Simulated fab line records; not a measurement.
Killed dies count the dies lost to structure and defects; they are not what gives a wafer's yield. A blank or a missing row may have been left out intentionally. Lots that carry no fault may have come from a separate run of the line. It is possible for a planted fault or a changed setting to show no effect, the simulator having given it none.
A struck lot beside a sound one :: flow sky130 :: 15 out of 708 route steps
Sound: the wafers L151.1, L151.2, L151.5. The struck wafers were L162.1, L162.2, L162.4. At the end, the cause is stated.
Order at every step that has rows: each side's tool, ch and its chambers, its first start. Under that, the readings that differ: sound wafers :: struck wafers :: difference of the means :: sigmas: that difference in standard deviations of wafers without a fault.
alike: readings whose means differ by less than 2 such deviations, and words and numbers that are the same on both sides. not compared: withheld readings, readings that some wafer has no value for, bounds like >300 that may hide the same value, and numbers for which the record gives no deviation and whose values overlap.
The two part at a step that has a row with sigmas, a row that says differs or no value, or rows on one side only. Non-overlapping numbers with no deviation appear without sigmas and do not part them. Lack of a reading on every wafer of one side parts them only where that side has two or more wafers.

first, 2 steps without rows for these wafers: SKY_POLY_GATE_CLEAN_19 (cleans in SC1/SC2, time 150 s); SKY_POLY_GATE_OXIDATION_20 (stabilise 600 s, purge 300 s, target thk 4 nm).
SKY_POLY_GATE_THK_MEAS_21:
  sound on film-metro-03 at day 16 17:52; struck on film-metro-03 at day 21 01:40
  alike: POLY_GATE_OXIDATION_THK
SKY_POLY_GATE_CD_MEAS_22:
  sound on cd-sem-01 at day 16 17:56; struck on cd-sem-02 at day 21 01:44
reading: cd-nm (nm)
sound: 147.8 144.7 147.1
struck: 151.6 149.9 150.9
difference: +4.3
sigmas: +3
then, 7 steps without rows for these wafers: SKY_LDD_N_DEHYDRATE_00 (time 60 s); SKY_LDD_N_HMDS_01 (prime time 60 s); SKY_LDD_N_COAT_02 (resist thk 300 nm); SKY_LDD_N_SOFTBAKE_03 (time 60 s); SKY_LDD_N_EXPOSE_04 (exposes mask NTM, target cd 840 nm); SKY_LDD_N_PEB_05; SKY_LDD_N_DEVELOP_06 (develop time 60 s).
SKY_LDD_N_OVL_MEAS_07:
  sound on overlay-01 at day 17 22:37; struck on overlay-02 at day 22 08:49
  alike: LDD_N_OVL
SKY_LDD_N_IMPLANT_08:
  sound on implanter-03 ch 0, day 17 22:39; struck on implanter-03 ch 0, day 22 08:51
reading: beam-on-s (s)
sound: 9.92 9.93 10.36
struck: 9.06 8.64 8.78
difference: -1.24
sigmas: -6

reading: faraday-current-uA
sound: 425 425 408
struck: 468 488 484
difference: +61
sigmas: +7
following that, these wafers have no rows for 1 step: SKY_LDD_N_IMPLANT_09.
-- a jump in the record: the struck wafers' starts before and after are 26 days apart (it breaks off in module LDD_N and resumes in module PAD_OPEN, where the first step shown is number 708 of the route) --
SKY_PAD_OPEN_PROBE_99:
  sound on prober-01 at day 46 01:56; struck on prober-02 at day 48 20:28
reading: model.etest.tip-n.rs-ohm-sq
sound: 441.3 441.1 445.3
struck: 446.9 449.5 448.2
difference: +5.6
sigmas: 
  alike: killed_at_M0_to_M3, killed_at_M4_up, killed-at-contacts, killed-at-front-end, killed-at-other, killed-dies, killed-open, killed-short

== WHERE THEY PART ==
At SKY_POLY_GATE_CD_MEAS_22 first; at SKY_LDD_N_IMPLANT_08 last (within this record only). Later steps at which nothing parts them and some readings are alike: SKY_PAD_OPEN_PROBE_99.

WHY: what had been put in by the simulator
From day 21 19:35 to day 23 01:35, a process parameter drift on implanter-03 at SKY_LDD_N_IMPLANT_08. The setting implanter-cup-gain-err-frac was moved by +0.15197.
